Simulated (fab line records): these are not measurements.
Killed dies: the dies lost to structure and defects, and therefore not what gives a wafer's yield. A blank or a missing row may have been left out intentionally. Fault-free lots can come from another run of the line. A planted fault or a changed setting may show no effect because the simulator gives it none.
fab line records ; flow gf180mcu ; part 1 of 2: steps 1 to 25 of 34
[record] lots = 5; wafers = 15; last_day = 34
route steps=602 shown M4@469 V4@476
lots that met no fault: taken from a fault-free run of the same line
start_h: hours from the record's first day to the start of the lot's first wafer shown ; wait_h: how many hours have passed since the lot's step before this one ; " unchanged from the row above ; L1.1+2: one row covering several wafers at once ; - either no value or no given start ; * or withheld: withheld ; < > ~ a bound
route shown NAME@n: NAME is a module with steps in the file, n the number in the route of the first one ; usual: mean/standard deviation of fault-free wafers ; same: alike in all rows ; chamber/n: place in a boat ; sites: readings site by site ; _std_site: standard deviation of those values ; _edge_site: outer sites' mean less inner sites' ; radius_mm: for every site, how far away it sits from the centre of the wafer ; mask NAME#n: copy n ; behind: the last tool/chamber to shape the wafer ; hold: reason for holding the lot/hours on hold/outcome of the hold ; device: the n, p or np transistor that did not switch ; end of line: the route-end tests of the same wafers ; for a step that has no rows: nothing shown but its recipe ; killed: the dies lost at the first sort to structure and to defects; this is not the yield of the wafer ; map: dies across one wafer; x = killed, . = not, _ = none there
set.NAME: the setting that was run; set.NAME@STEP: the one run at that earlier step ; model.NAME: the simulator's own value behind a step, which no gauge read
lots seen at some steps along the route; tables by step, rows by wafer
services: when a tool's chamber went out of use (start_h, in hours from the record's first day, below 0 if earlier), for how many hours, and the reason
[[steps]]
[step GF_M4_DEVELOP_13]
[recipe] develop_time_s = 60; dev_temp_c = 21
[usual] exhaust_pa = 44.9/0.78
lot.wafer;tool;chamber;start_h;wait_h;exhaust_pa
L077.1;litho_track-04;0;562.46;0.2;44.5
L077.2;litho_track-04;0;562.46;0.2;45.2
L077.4;litho_track-04;0;562.46;0.2;44.6
L079.1;litho_track-04;0;581.11;0.2;45.2
L079.3;litho_track-04;0;581.11;0.2;45.8
L079.6;litho_track-04;0;581.11;0.2;45.4
L085.1;litho_track-03;0;629.37;0.2;43.9
L085.3;litho_track-03;0;629.37;0.2;44.7
L085.4;litho_track-03;0;629.37;0.2;45.4
L089.1;litho_track-02;0;652.61;0.2;44.5
L089.4;litho_track-02;0;652.61;0.2;46.9
L089.6;litho_track-02;0;652.61;0.2;46.5
L096.2;litho_track-02;0;704.93;0.2;44.6
L096.3;litho_track-02;0;704.93;0.2;45.1
L096.4;litho_track-02;0;704.93;0.2;44.6
[step GF_M4_CD_MEAS_14]
[recipe] target_cd_nm = 280
[usual] cd_nm = 279.9/1.3
lot.wafer;tool;chamber;start_h;wait_h;cd_nm
L077.1;cd_sem-02;-;562.61;0.1;281.4
L077.2;cd_sem-02;-;562.61;0.1;281.3
L077.4;cd_sem-02;-;562.61;0.1;280.6
L079.1;cd_sem-02;-;581.26;0.1;279.7
L079.3;cd_sem-02;-;581.26;0.1;279.7
L079.6;cd_sem-02;-;581.26;0.1;280.4
L085.1;cd_sem-02;-;629.52;0.1;279.5
L085.3;cd_sem-02;-;629.52;0.1;279.7
L085.4;cd_sem-02;-;629.52;0.1;279.8
L089.1;cd_sem-01;-;652.76;0.1;278.0
L089.4;cd_sem-01;-;652.76;0.1;278.9
L089.6;cd_sem-01;-;652.76;0.1;279.0
L096.2;cd_sem-01;-;705.08;0.1;282.0
L096.3;cd_sem-01;-;705.08;0.1;279.9
L096.4;cd_sem-01;-;705.08;0.1;280.5
[step GF_M4_OVL_MEAS_15]
[usual] M4_OVL = 3/5.7
lot.wafer;tool;chamber;start_h;wait_h;M4_OVL[nm]
L077.1;overlay-02;-;562.73;0.1;5
L077.2;overlay-02;-;562.73;0.1;-5
L077.4;overlay-02;-;562.73;0.1;0
L079.1;overlay-02;-;581.38;0.1;10
L079.3;overlay-02;-;581.38;0.1;11
L079.6;overlay-02;-;581.38;0.1;-3
L085.1;overlay-01;-;629.64;0.1;1
L085.3;overlay-01;-;629.64;0.1;4
L085.4;overlay-01;-;629.64;0.1;6
L089.1;overlay-01;-;652.88;0.1;5
L089.4;overlay-01;-;652.88;0.1;-3
L089.6;overlay-01;-;652.88;0.1;-4
L096.2;overlay-02;-;705.18;0.1;3
L096.3;overlay-02;-;705.18;0.1;5
L096.4;overlay-02;-;705.18;0.1;-4
[step GF_M4_METAL_ETCH_16]
[recipe] chemistry = Cl2/BCl3; mask_material = KrF; target_depth_nm = 627.5; stop_on = SiO2; pressure_mtorr = 8; icp_w = 800; bias_w = 140; Cl2_flow_sccm = 80; bcl3_flow_sccm = 40; time_s = 104.6
[usual] drypump_motor_current_A = 5.7/0.57; oes_product_au = 0.971/0.0073; throttle_valve_pct = 28.250/0.011
lot.wafer;tool;chamber;start_h;wait_h;drypump_motor_current_A;oes_product_au;rf_hours_counter_h;throttle_valve_pct
L077.1;rie_metal-04;1;562.76;0.0;5.6;0.964;4;28.226
L077.2;rie_metal-04;0;562.76;0.0;5.4;0.967;12;28.255
L077.4;rie_metal-04;0;562.76;0.0;5.4;0.964;-;28.257
L079.1;rie_metal-01;0;581.41;0.0;4.8;0.974;8;28.232
L079.3;rie_metal-01;1;581.41;0.0;6.0;0.986;-;28.243
L079.6;rie_metal-01;1;581.41;0.0;6.0;0.981;-;28.230
L085.1;rie_metal-03;1;629.68;0.0;6.5;0.962;9;28.253
L085.3;rie_metal-03;1;629.68;0.0;6.5;0.963;-;28.259
L085.4;rie_metal-03;0;629.68;0.0;5.3;0.969;-;28.255
L089.1;rie_metal-03;1;652.91;0.0;6.5;0.967;10;28.254
L089.4;rie_metal-03;0;652.91;0.0;5.3;0.972;-;28.241
L089.6;rie_metal-03;1;652.91;0.0;6.5;0.973;-;28.256
L096.2;rie_metal-03;1;705.21;0.0;6.5;0.964;12;28.241
L096.3;rie_metal-03;0;705.21;0.0;5.3;0.969;-;28.252
L096.4;rie_metal-03;1;705.21;0.0;6.6;0.971;-;28.236
[step GF_M4_STRIP_17]
[recipe] chemistry = O2/N2; power_w = 1400; pressure_mtorr = 1500; platen_temp_c = 250; o2_flow_sccm = 3000; n2_flow_sccm = 300; overash_fraction = 0.5
[usual] drypump_motor_current_A = 5.57/0.28; heater_power_w = 356/26; oes_product_au = 0.557/0.0047; strip_time_to_endpoint_s = 7.85/0.045
lot.wafer;tool;chamber;start_h;wait_h;drypump_motor_current_A;heater_power_w;oes_product_au;rf_hours_counter_h;strip_time_to_endpoint_s
L077.1;plasma_asher-01;1;562.87;0.1;5.55;367;0.550;96;7.87
L077.2;plasma_asher-01;0;562.87;0.1;5.87;384;0.560;96;7.93
L077.4;plasma_asher-01;0;562.87;0.1;5.88;380;0.556;-;7.90
L079.1;plasma_asher-03;1;581.52;0.1;5.29;331;0.559;77;7.86
L079.3;plasma_asher-03;1;581.52;0.1;5.28;320;0.552;-;7.76
L079.6;plasma_asher-03;1;581.52;0.1;5.27;322;0.551;-;7.78
L085.1;plasma_asher-03;0;629.79;0.1;5.82;341;0.554;83;7.83
L085.3;plasma_asher-03;0;629.79;0.1;5.84;342;0.551;-;7.78
L085.4;plasma_asher-03;1;629.79;0.1;5.28;326;0.563;-;7.83
L089.1;plasma_asher-01;1;653.02;0.1;5.50;372;0.547;109;7.79
L089.4;plasma_asher-01;0;653.02;0.1;5.89;387;0.560;-;7.88
L089.6;plasma_asher-01;1;653.02;0.1;5.51;374;0.559;-;7.82
L096.2;plasma_asher-01;1;705.32;0.1;5.54;374;0.561;115;7.90
L096.3;plasma_asher-01;1;705.32;0.1;5.55;367;0.553;-;7.86
L096.4;plasma_asher-01;0;705.32;0.1;5.87;381;0.557;-;7.87
[step GF_M4_STRIP_18]
[recipe] chemistry = post_etch_residue_remover; time_s = 1200; temp_c = 72.5
lot.wafer;tool;chamber;start_h;wait_h
L077.1+2+4;wet_bench-03;3;562.97;0.1
L079.1+3+6;wet_bench-04;3;581.62;0.1
L085.1+3+4;wet_bench-04;0;629.89;0.1
L089.1+4+6;wet_bench-04;0;653.12;0.1
L096.2+3+4;wet_bench-03;1;705.42;0.1
[step GF_M4_CLEAN_19]
[recipe] chemistry = DIW; dry = n2_spin
lot.wafer;tool;chamber;start_h;wait_h
L077.1+2+4;wet_bench-02;1;563.35;0.0
L079.1+3+6;wet_bench-03;1;581.97;0.0
L085.1+3+4;wet_bench-03;2;630.23;0.0
L089.1+4+6;wet_bench-03;0;653.47;0.0
L096.2+3+4;wet_bench-04;0;705.77;0.0
[step GF_V4_CVD_00]
[recipe] material = SiO2; target_thk_nm = 600; sigma_open_frac = 0.3; temp_c = 400; time_s = 100; sih4_flow_sccm = 60; pressure_mtorr = 6
[usual] susceptor_temp_C = 399.99/0.23
lot.wafer;tool;chamber;start_h;wait_h;susceptor_temp_C
L077.1;hdpcvd-01;1;563.44;0.0;400.06
L077.2;hdpcvd-01;0;563.44;0.0;400.39
L077.4;hdpcvd-01;0;563.44;0.0;399.91
L079.1;hdpcvd-02;0;582.07;0.0;399.97
L079.3;hdpcvd-02;2;582.07;0.0;399.74
L079.6;hdpcvd-02;0;582.07;0.0;399.90
L085.1;hdpcvd-01;0;630.32;0.0;400.08
L085.3;hdpcvd-01;1;630.32;0.0;399.82
L085.4;hdpcvd-01;2;630.32;0.0;399.88
L089.1;hdpcvd-02;1;653.57;0.0;399.81
L089.4;hdpcvd-02;1;653.57;0.0;399.66
L089.6;hdpcvd-02;0;653.57;0.0;400.30
L096.2;hdpcvd-01;1;705.86;0.0;400.18
L096.3;hdpcvd-01;2;705.86;0.0;399.75
L096.4;hdpcvd-01;0;705.86;0.0;399.69
[step GF_V4_THK_MEAS_01]
[recipe] reads = SiO2_of_V4_CVD_00
[usual] V4_CVD_00_THK = 598/5.5
lot.wafer;tool;chamber;start_h;wait_h;V4_CVD_00_THK[nm]
L077.1;film_metro-02;-;563.51;0.0;591
L077.2;film_metro-02;-;563.51;0.0;591
L077.4;film_metro-02;-;563.51;0.0;593
L079.1;film_metro-02;-;582.14;0.0;601
L079.3;film_metro-02;-;582.14;0.0;596
L079.6;film_metro-02;-;582.14;0.0;602
L085.1;film_metro-04;-;630.40;0.0;592
L085.3;film_metro-04;-;630.40;0.0;597
L085.4;film_metro-04;-;630.40;0.0;609
L089.1;film_metro-01;-;653.64;0.0;592
L089.4;film_metro-01;-;653.64;0.0;598
L089.6;film_metro-01;-;653.64;0.0;603
L096.2;film_metro-04;-;705.94;0.0;603
L096.3;film_metro-04;-;705.94;0.0;604
L096.4;film_metro-04;-;705.94;0.0;603
[step GF_V4_CVD_02]
[recipe] material = SiO2; target_thk_nm = 850; precursor = TEOS; temp_c = 400; time_s = 94.851; rf_w = 600
[usual] heater_power_w = 598/63; susceptor_temp_C = 400.01/0.22
lot.wafer;tool;chamber;start_h;wait_h;heater_power_w;susceptor_temp_C
L077.1;pecvd-03;1;563.57;0.1;527;400.37
L077.2;pecvd-03;2;563.57;0.1;617;400.32
L077.4;pecvd-03;2;563.57;0.1;650;400.28
L079.1;pecvd-03;0;582.20;0.1;590;399.90
L079.3;pecvd-03;2;582.20;0.1;578;399.74
L079.6;pecvd-03;1;582.20;0.1;541;399.79
L085.1;pecvd-03;2;630.46;0.1;683;399.92
L085.3;pecvd-03;1;630.46;0.1;522;400.20
L085.4;pecvd-03;0;630.46;0.1;661;400.09
L089.1;pecvd-04;1;653.70;0.1;685;400.02
L089.4;pecvd-04;2;653.70;0.1;628;399.92
L089.6;pecvd-04;0;653.70;0.1;663;400.34
L096.2;pecvd-04;2;705.99;0.0;645;399.92
L096.3;pecvd-04;1;705.99;0.0;631;399.95
L096.4;pecvd-04;1;705.99;0.0;673;399.96
[step GF_V4_THK_MEAS_03]
[recipe] reads = SiO2_of_V4_CVD_02
[usual] V4_CVD_02_THK = 855/12
lot.wafer;tool;chamber;start_h;wait_h;V4_CVD_02_THK[nm]
L077.1;film_metro-02;-;563.64;0.0;862
L077.2;film_metro-02;-;563.64;0.0;855
L077.4;film_metro-02;-;563.64;0.0;875
L079.1;film_metro-01;-;582.27;0.0;837
L079.3;film_metro-01;-;582.27;0.0;861
L079.6;film_metro-01;-;582.27;0.0;866
L085.1;film_metro-04;-;630.53;0.0;866
L085.3;film_metro-04;-;630.53;0.0;868
L085.4;film_metro-04;-;630.53;0.0;856
L089.1;film_metro-04;-;653.77;0.0;842
L089.4;film_metro-04;-;653.77;0.0;863
L089.6;film_metro-04;-;653.77;0.0;872
L096.2;film_metro-01;-;706.07;0.0;857
L096.3;film_metro-01;-;706.07;0.0;854
L096.4;film_metro-01;-;706.07;0.0;868
[step GF_V4_CMP_04]
[recipe] material = SiO2; down_force_psi = 4; platen_rpm = 60; pad_velocity_m_s = 0.94248
[usual] motor_current_A = 12.4/0.91; time_to_endpoint_s = 83/5.1
lot.wafer;tool;chamber;start_h;wait_h;motor_current_A;time_to_endpoint_s
L077.1;cmp-01;3;563.71;0.1;12.2;85
L077.2;cmp-01;1;563.71;0.1;10.5;79
L077.4;cmp-01;2;563.71;0.1;13.8;86
L079.3;cmp-01;0;582.33;0.0;12.8;84
L079.1;cmp-01;3;582.33;0.0;12.5;74
L079.6;cmp-01;1;582.33;0.0;11.1;83
L085.3;cmp-01;0;630.59;0.0;12.0;88
L085.4;cmp-01;1;630.59;0.0;10.4;83
L085.1;cmp-01;2;630.59;0.0;13.6;88
L089.4;cmp-01;1;653.97;0.2;10.9;82
L089.1;cmp-01;2;653.97;0.2;13.6;77
L089.6;cmp-01;2;653.97;0.2;13.9;84
L096.3;cmp-01;2;706.12;0.0;12.9;86
L096.2;cmp-01;3;706.12;0.0;13.0;87
L096.4;cmp-01;0;706.12;0.0;12.2;90
[step GF_V4_BOW_MEAS_05]
[recipe] mode = bow
[usual] V4_BOW = 134/9.5
lot.wafer;tool;chamber;start_h;wait_h;V4_BOW[um]
L077.1;film_metro-02;-;564.03;0.3;123
L077.2;film_metro-02;-;564.03;0.3;137
L077.4;film_metro-02;-;564.03;0.3;132
L079.1;film_metro-01;-;582.63;0.1;141
L079.3;film_metro-01;-;582.63;0.1;135
L079.6;film_metro-01;-;582.63;0.1;151
L085.1;film_metro-01;-;630.89;0.1;126
L085.3;film_metro-01;-;630.89;0.1;124
L085.4;film_metro-01;-;630.89;0.1;140
L089.1;film_metro-02;-;654.27;0.2;119
L089.4;film_metro-02;-;654.27;0.2;139
L089.6;film_metro-02;-;654.27;0.2;125
L096.2;film_metro-01;-;706.54;0.3;129
L096.3;film_metro-01;-;706.54;0.3;132
L096.4;film_metro-01;-;706.54;0.3;130
[step GF_V4_DEHYDRATE_06]
[recipe] temp_c = 200; time_s = 60
[usual] exhaust_pa = 44.9/0.9; heater_power_total_W = 160.39/0.13; plate_temp_C = 200.01/0.15
lot.wafer;tool;chamber;start_h;wait_h;exhaust_pa;heater_power_total_W;plate_temp_C
L077.1;litho_track-04;0;574.76;10.7;46.3;160.52;200.28
L077.2;litho_track-04;0;574.76;10.7;46.3;160.14;199.95
L077.4;litho_track-04;0;574.76;10.7;45.4;160.44;199.96
L079.1;litho_track-04;0;592.06;9.4;44.7;160.32;199.76
L079.3;litho_track-04;0;592.06;9.4;44.9;160.31;199.80
L079.6;litho_track-04;0;592.06;9.4;43.8;160.20;200.03
L085.1;litho_track-04;0;640.40;9.5;44.0;160.47;200.06
L085.3;litho_track-04;0;640.40;9.5;44.5;160.51;200.33
L085.4;litho_track-04;0;640.40;9.5;44.6;160.47;200.27
L089.1;litho_track-01;0;663.54;9.2;45.3;160.53;199.99
L089.4;litho_track-01;0;663.54;9.2;44.2;160.56;200.18
L089.6;litho_track-01;0;663.54;9.2;43.9;160.20;200.08
L096.2;litho_track-04;0;714.58;8.0;44.2;160.23;199.85
L096.3;litho_track-04;0;714.58;8.0;44.3;160.21;200.02
L096.4;litho_track-04;0;714.58;8.0;44.9;160.54;199.92
[step GF_V4_HMDS_07]
[recipe] prime_time_s = 60; prime_temp_c = 120
[usual] exhaust_pa = 44.9/0.75
lot.wafer;tool;chamber;start_h;wait_h;exhaust_pa
L077.1;litho_track-04;0;574.91;0.1;43.6
L077.2;litho_track-04;0;574.91;0.1;44.5
L077.4;litho_track-04;0;574.91;0.1;44.1
L079.1;litho_track-04;0;592.21;0.1;44.9
L079.3;litho_track-04;0;592.21;0.1;44.8
L079.6;litho_track-04;0;592.21;0.1;45.7
L085.1;litho_track-04;0;640.55;0.1;44.8
L085.3;litho_track-04;0;640.55;0.1;43.9
L085.4;litho_track-04;0;640.55;0.1;44.0
L089.1;litho_track-01;0;663.69;0.1;44.5
L089.4;litho_track-01;0;663.69;0.1;45.3
L089.6;litho_track-01;0;663.69;0.1;45.2
L096.2;litho_track-04;0;714.73;0.1;43.3
L096.3;litho_track-04;0;714.73;0.1;43.8
L096.4;litho_track-04;0;714.73;0.1;43.0
[step GF_V4_COAT_08]
[recipe] resist = BARC; temp_c = withheld; time_s = withheld; spin_rpm = withheld; resist_thk_nm = withheld
[usual] exhaust_pa = 45.2/0.89
lot.wafer;tool;chamber;start_h;wait_h;exhaust_pa
L077.1;litho_track-04;0;575.06;0.1;45.1
L077.2;litho_track-04;0;575.06;0.1;45.2
L077.4;litho_track-04;0;575.06;0.1;45.0
L079.1;litho_track-04;0;592.36;0.1;45.4
L079.3;litho_track-04;0;592.36;0.1;45.7
L079.6;litho_track-04;0;592.36;0.1;46.1
L085.1;litho_track-04;0;640.70;0.1;44.8
L085.3;litho_track-04;0;640.70;0.1;46.0
L085.4;litho_track-04;0;640.70;0.1;45.2
L089.1;litho_track-01;0;663.84;0.1;47.1
L089.4;litho_track-01;0;663.84;0.1;45.3
L089.6;litho_track-01;0;663.84;0.1;46.1
L096.2;litho_track-04;0;714.88;0.1;43.9
L096.3;litho_track-04;0;714.88;0.1;46.1
L096.4;litho_track-04;0;714.88;0.1;46.1
[step GF_V4_COAT_09]
[recipe] resist = KrF; spin_rpm = withheld; resist_thk_nm = 1000
[usual] exhaust_pa = 44.9/0.85
lot.wafer;tool;chamber;start_h;wait_h;exhaust_pa
L077.1;litho_track-04;0;-;-;44.9
L077.2;litho_track-04;0;-;-;44.9
L077.4;litho_track-04;0;-;-;44.5
L079.1;litho_track-04;0;-;-;45.4
L079.3;litho_track-04;0;-;-;45.6
L079.6;litho_track-04;0;-;-;44.5
L085.1;litho_track-04;0;-;-;44.6
L085.3;litho_track-04;0;-;-;44.9
L085.4;litho_track-04;0;-;-;44.7
L089.1;litho_track-01;0;-;-;45.8
L089.4;litho_track-01;0;-;-;44.5
L089.6;litho_track-01;0;-;-;44.8
L096.2;litho_track-04;0;-;-;45.2
L096.3;litho_track-04;0;-;-;44.2
L096.4;litho_track-04;0;-;-;44.6
[step GF_V4_SOFTBAKE_10]
[recipe] temp_c = 130; time_s = 60; resist = KrF
[usual] exhaust_pa = 45.1/0.9; heater_power_total_W = 93.05/0.06; plate_temp_C = 130.02/0.16
lot.wafer;tool;chamber;start_h;wait_h;exhaust_pa;heater_power_total_W;plate_temp_C
L077.1;litho_track-04;0;-;-;45.1;93.06;130.00
L077.2;litho_track-04;0;-;-;43.7;93.05;130.06
L077.4;litho_track-04;0;-;-;44.9;93.02;129.96
L079.1;litho_track-04;0;-;-;45.3;93.02;130.12
L079.3;litho_track-04;0;-;-;46.5;93.08;130.03
L079.6;litho_track-04;0;-;-;44.1;92.95;130.12
L085.1;litho_track-04;0;-;-;45.1;93.16;130.03
L085.3;litho_track-04;0;-;-;45.8;93.03;130.03
L085.4;litho_track-04;0;-;-;45.7;93.14;130.06
L089.1;litho_track-01;0;-;-;47.3;93.01;130.08
L089.4;litho_track-01;0;-;-;44.8;93.14;130.24
L089.6;litho_track-01;0;-;-;45.6;93.03;130.01
L096.2;litho_track-04;0;-;-;44.6;93.02;129.89
L096.3;litho_track-04;0;-;-;44.8;93.04;129.77
L096.4;litho_track-04;0;-;-;43.5;93.14;130.00
[step GF_V4_EXPOSE_11]
[recipe] mask_id = Via4; target_cd_nm = 260; na = 0.68; source_shape = conventional; sigma_outer = 0.6; dose_mj = 38
[usual] reticle_temp_C = 23.01/0.1
[same] na = 0.68
lot.wafer;tool;chamber;start_h;wait_h;mask;reticle_temp_C
L077.1;krf_scanner-01;0;-;-;Via4#0;23.14
L077.2;krf_scanner-01;0;-;-;Via4#0;23.05
L077.4;krf_scanner-01;0;-;-;Via4#0;22.93
L079.1;krf_scanner-01;0;-;-;Via4#0;22.90
L079.3;krf_scanner-01;0;-;-;Via4#0;22.84
L079.6;krf_scanner-01;0;-;-;Via4#0;22.99
L085.1;krf_scanner-01;0;-;-;Via4#0;23.06
L085.3;krf_scanner-01;0;-;-;Via4#0;22.90
L085.4;krf_scanner-01;0;-;-;Via4#0;22.85
L089.1;krf_scanner-01;0;-;-;Via4#0;23.08
L089.4;krf_scanner-01;0;-;-;Via4#0;23.09
L089.6;krf_scanner-01;0;-;-;Via4#0;22.91
L096.2;krf_scanner-02;0;-;-;Via4#0;23.19
L096.3;krf_scanner-02;0;-;-;Via4#0;23.10
L096.4;krf_scanner-02;0;-;-;Via4#0;22.90
[step GF_V4_PEB_12]
[recipe] peb_temp_c = 135; peb_time_s = 90; resist = KrF
[usual] exhaust_pa = 44.8/0.78; heater_power_total_W = 85.69/0.087; plate_temp_C = 135.02/0.13
lot.wafer;tool;chamber;start_h;wait_h;exhaust_pa;heater_power_total_W;plate_temp_C
L077.1;litho_track-01;0;-;-;45.1;85.62;134.99
L077.2;litho_track-01;0;-;-;45.4;85.61;135.19
L077.4;litho_track-01;0;-;-;45.4;85.75;135.14
L079.1;litho_track-02;0;-;-;45.2;85.66;134.97
L079.3;litho_track-02;0;-;-;45.5;85.55;134.89
L079.6;litho_track-02;0;-;-;46.2;85.74;134.82
L085.1;litho_track-02;0;-;-;45.0;85.85;134.95
L085.3;litho_track-02;0;-;-;44.9;85.80;135.10
L085.4;litho_track-02;0;-;-;46.0;85.70;135.41
L089.1;litho_track-02;0;-;-;43.9;85.51;135.17
L089.4;litho_track-02;0;-;-;43.8;85.72;135.04
L089.6;litho_track-02;0;-;-;43.7;85.62;135.04
L096.2;litho_track-04;0;-;-;45.1;85.80;135.28
L096.3;litho_track-04;0;-;-;44.9;85.80;135.12
L096.4;litho_track-04;0;-;-;44.4;85.71;135.04
[step GF_V4_DEVELOP_13]
[recipe] develop_time_s = 60; resist = KrF; dev_temp_c = 21
[usual] exhaust_pa = 45.1/0.92
lot.wafer;tool;chamber;start_h;wait_h;exhaust_pa
L077.1;litho_track-01;0;585.74;0.2;46.4
L077.2;litho_track-01;0;585.74;0.2;46.6
L077.4;litho_track-01;0;585.74;0.2;45.8
L079.1;litho_track-02;0;603.31;0.2;45.6
L079.3;litho_track-02;0;603.31;0.2;46.3
L079.6;litho_track-02;0;603.31;0.2;46.4
L085.1;litho_track-02;0;650.76;0.2;43.4
L085.3;litho_track-02;0;650.76;0.2;45.6
L085.4;litho_track-02;0;650.76;0.2;44.0
L089.1;litho_track-02;0;673.41;0.2;46.2
L089.4;litho_track-02;0;673.41;0.2;44.7
L089.6;litho_track-02;0;673.41;0.2;46.5
L096.2;litho_track-04;0;724.78;0.2;46.4
L096.3;litho_track-04;0;724.78;0.2;44.7
L096.4;litho_track-04;0;724.78;0.2;44.7
[step GF_V4_CD_MEAS_14]
[recipe] target_cd_nm = 260
[usual] cd_nm = 260.0/1.4
lot.wafer;tool;chamber;start_h;wait_h;cd_nm
L077.1;cd_sem-02;-;585.89;0.1;261.8
L077.2;cd_sem-02;-;585.89;0.1;262.1
L077.4;cd_sem-02;-;585.89;0.1;262.0
L079.1;cd_sem-02;-;603.46;0.1;260.8
L079.3;cd_sem-02;-;603.46;0.1;260.5
L079.6;cd_sem-02;-;603.46;0.1;260.7
L085.1;cd_sem-01;-;650.91;0.1;260.3
L085.3;cd_sem-01;-;650.91;0.1;260.1
L085.4;cd_sem-01;-;650.91;0.1;259.8
L089.1;cd_sem-01;-;673.56;0.1;260.2
L089.4;cd_sem-01;-;673.56;0.1;260.6
L089.6;cd_sem-01;-;673.56;0.1;258.9
L096.2;cd_sem-02;-;725.02;0.2;262.5
L096.3;cd_sem-02;-;725.02;0.2;263.5
L096.4;cd_sem-02;-;725.02;0.2;263.9
[step GF_V4_OVL_MEAS_15]
[usual] V4_OVL = 2/4.7
lot.wafer;tool;chamber;start_h;wait_h;V4_OVL[nm]
L077.1;overlay-02;-;586.01;0.1;-7
L077.2;overlay-02;-;586.01;0.1;-1
L077.4;overlay-02;-;586.01;0.1;-3
L079.1;overlay-02;-;603.58;0.1;-2
L079.3;overlay-02;-;603.58;0.1;-2
L079.6;overlay-02;-;603.58;0.1;-2
L085.1;overlay-02;-;651.03;0.1;1
L085.3;overlay-02;-;651.03;0.1;7
L085.4;overlay-02;-;651.03;0.1;6
L089.1;overlay-02;-;673.68;0.1;4
L089.4;overlay-02;-;673.68;0.1;7
L089.6;overlay-02;-;673.68;0.1;1
L096.2;overlay-01;-;725.13;0.1;7
L096.3;overlay-01;-;725.13;0.1;3
L096.4;overlay-01;-;725.13;0.1;5
[step GF_V4_ETCH_16]
[recipe] chemistry = N2/H2; target_depth_a = withheld; overetch_a = withheld; time_s = withheld; target = BARC; ion_energy_ev = 200; source_w = 500; bias_w = 100; pressure_mtorr = 30; n2_flow_sccm = 100; h2_flow_sccm = 200
[usual] drypump_motor_current_A = 6.0/0.43; oes_product_au = 0.854/0.0047; throttle_valve_pct = 13.225/0.0088
lot.wafer;tool;chamber;start_h;wait_h;drypump_motor_current_A;oes_product_au;throttle_valve_pct
L077.1;rie_diel-04;0;586.04;0.0;6.4;0.844;13.232
L077.2;rie_diel-04;2;586.04;0.0;6.5;0.847;13.225
L077.4;rie_diel-04;1;586.04;0.0;6.5;0.861;13.237
L079.1;rie_diel-04;3;603.61;0.0;6.2;0.846;13.233
L079.3;rie_diel-04;0;603.61;0.0;6.4;0.851;13.225
L079.6;rie_diel-04;2;603.61;0.0;6.5;0.857;13.226
L085.1;rie_diel-03;3;651.06;0.0;5.4;0.861;13.223
L085.3;rie_diel-03;1;651.06;0.0;6.0;0.864;13.237
L085.4;rie_diel-03;3;651.06;0.0;5.4;0.854;13.224
L089.1;rie_diel-04;2;673.71;0.0;6.5;0.861;13.225
L089.4;rie_diel-04;3;673.71;0.0;6.2;0.857;13.220
L089.6;rie_diel-04;3;673.71;0.0;6.2;0.855;13.220
L096.2;rie_diel-04;2;725.16;0.0;6.5;0.856;13.221
L096.3;rie_diel-04;0;725.16;0.0;6.5;0.850;13.222
L096.4;rie_diel-04;1;725.16;0.0;6.5;0.852;13.237
[step GF_V4_ETCH_17]
[recipe] chemistry = C4F8/O2/Ar; mask_material = KrF; target = SiO2; stop_on = TiN; source_w = 1500; bias_w = 1200; pressure_mtorr = 40; c4f8_flow_sccm = withheld; O2_flow_sccm = 6; Ar_flow_sccm = 300; time_s = withheld; target_depth_a = 6300
[usual] oes_product_au = 0.856/0.0046
lot.wafer;tool;chamber;start_h;wait_h;oes_product_au
L077.1;rie_diel-04;0;-;-;0.857
L077.2;rie_diel-04;2;-;-;0.854
L077.4;rie_diel-04;1;-;-;0.858
L079.1;rie_diel-04;3;-;-;0.859
L079.3;rie_diel-04;0;-;-;0.859
L079.6;rie_diel-04;2;-;-;0.858
L085.1;rie_diel-03;3;-;-;0.858
L085.3;rie_diel-03;1;-;-;0.857
L085.4;rie_diel-03;3;-;-;0.857
L089.1;rie_diel-04;2;-;-;0.862
L089.4;rie_diel-04;3;-;-;0.852
L089.6;rie_diel-04;3;-;-;0.849
L096.2;rie_diel-04;2;-;-;0.863
L096.3;rie_diel-04;0;-;-;0.855
L096.4;rie_diel-04;1;-;-;0.858
